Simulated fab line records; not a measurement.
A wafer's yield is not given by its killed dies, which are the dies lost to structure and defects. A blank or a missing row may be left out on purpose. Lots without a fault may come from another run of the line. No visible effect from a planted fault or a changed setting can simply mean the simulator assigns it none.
Split-lot experiment ; flow gf180mcu ; 23 wafers read across 5 lots, on a route 602 steps long

== THE SPLIT ==
At GF_M5_METAL_ETCH_10 (etches the open film in Cl2/BCl3, stops on SiO2, target depth 627.5 nm, time 104.6 s), the setting biasW was moved away from the recipe's 140 W on 7 of the 23 wafers read, by -11.8% to +9.3%. The other wafers ran this setting at the recipe's value.

The reading comes from the split's own step.

== THE READING ==
KrF_of_M5_COAT_02.thkNm (the simulator's own value, which no gauge read), in nm, at GF_M5_METAL_ETCH_10 (etches the open film in Cl2/BCl3, stops on SiO2, target depth 627.5 nm, time 104.6 s). The file does not state a usual value for it. Across the 16 wafers here that went through the recipe, the average is 697.9 nm and the standard deviation 2.3 nm.

wafer;tool, chamber at the split;biasW as run, W;against the recipe;KrF_of_M5_COAT_02.thkNm, nm;against lot-mates on the recipe
L077.1;rieMetal-04, 1;140;recipe;699.8;-
L077.2;rieMetal-04, 0;140;recipe;699.4;-
L077.3;rieMetal-04, 1;140;recipe;700.1;-
L077.5;rieMetal-04, 0;140;recipe;697.1;-
L077.6;rieMetal-04, 1;140;recipe;702.3;-
L078.1;rieMetal-03, 1;140;recipe;698.8;-
L078.2;rieMetal-03, 1;140;recipe;694.2;-
L078.3;rieMetal-03, 1;123.5;-11.8%;708.2;+11.7
L078.5;rieMetal-03, 1;123.5;-11.8%;706.2;+9.7
L078.6;rieMetal-03, 1;123.5;-11.8%;709.2;+12.7
L079.1;rieMetal-02, 1;140;recipe;696.5;-
L079.4;rieMetal-02, 0;140;recipe;697.4;-
L079.6;rieMetal-02, 1;140;recipe;693.7;-
L082.1;rieMetal-02, 1;145.6;+4.0%;692.3;-4.1
L082.2;rieMetal-02, 0;145.6;+4.0%;695.7;-0.7
L082.3;rieMetal-02, 1;140;recipe;695.8;-
L082.5;rieMetal-02, 0;140;recipe;697.1;-
L082.6;rieMetal-02, 1;140;recipe;696.2;-
L084.1;rieMetal-04, 1;140;recipe;698.3;-
L084.2;rieMetal-04, 1;153;+9.3%;690.9;-8.4
L084.4;rieMetal-04, 1;140;recipe;700.7;-
L084.5;rieMetal-04, 1;153;+9.3%;690;-9.3
L084.6;rieMetal-04, 1;140;recipe;698.8;-

THE FIT
A straight line over all 23 wafers: KrF_of_M5_COAT_02.thkNm changes by -0.841 nm for each +1% of biasW; r = -0.91; the points scatter about the line by 2.1 nm.
The same after taking each lot's own level away (the mean of its wafers on the recipe; 23 wafers): -0.939 nm for each +1%; r = -0.96; scatter 1.5 nm.
According to that fit, moving biasW by its largest amount changes the reading by 11 nm.
The lots' own levels span 695.87 to 699.74 nm, that is 1.7 times the standard deviation above.
Thus the slope moves with the lot-to-lot level: the two fits are different.
Check: +11.1 nm against its lot-mates is what the line predicts for one of the wafers moved furthest among these (-11.8%) when that wafer is left out of the fit. Against them it came out at +11.7 nm.

== OTHER SPLITS ON THESE WAFERS ==
Note: prior to the reading, these wafers also went through further splits. Each is held against what the fit with the lots' levels taken away leaves over:
other split on the same wafers;wafers away from the commonest value;r with KrF_of_M5_COAT_02.thkNm (lot level and that fit taken away)
GF_V4_COAT_09 resistThkNm;11;+0.35
GF_MIM_SPUTTER_00 chamberPressurePa;10;-0.07

== THE WHOLE CHAIN: every reading that the file lists as answering this split, in the file's order ==
step;what it does;reading;change (the file's fit);r (the file's)
GF_M5_METAL_ETCH_10;etches the open film in Cl2/BCl3, stops on SiO2, target depth 627.5 nm, time 104.6 s;KrF_of_M5_COAT_02.thkNm (the simulator's own value, which no gauge read);-0.932 nm for each +1% of the setting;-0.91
GF_M5_STRIP_11;strips in O2/N2;stripTimeToEndpointS;withheld for each +1% of the setting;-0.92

== THE FILE'S OWN FIT ==
KrF_of_M5_COAT_02.thkNm changes by -0.932 nm for each +1% of biasW, r = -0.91.
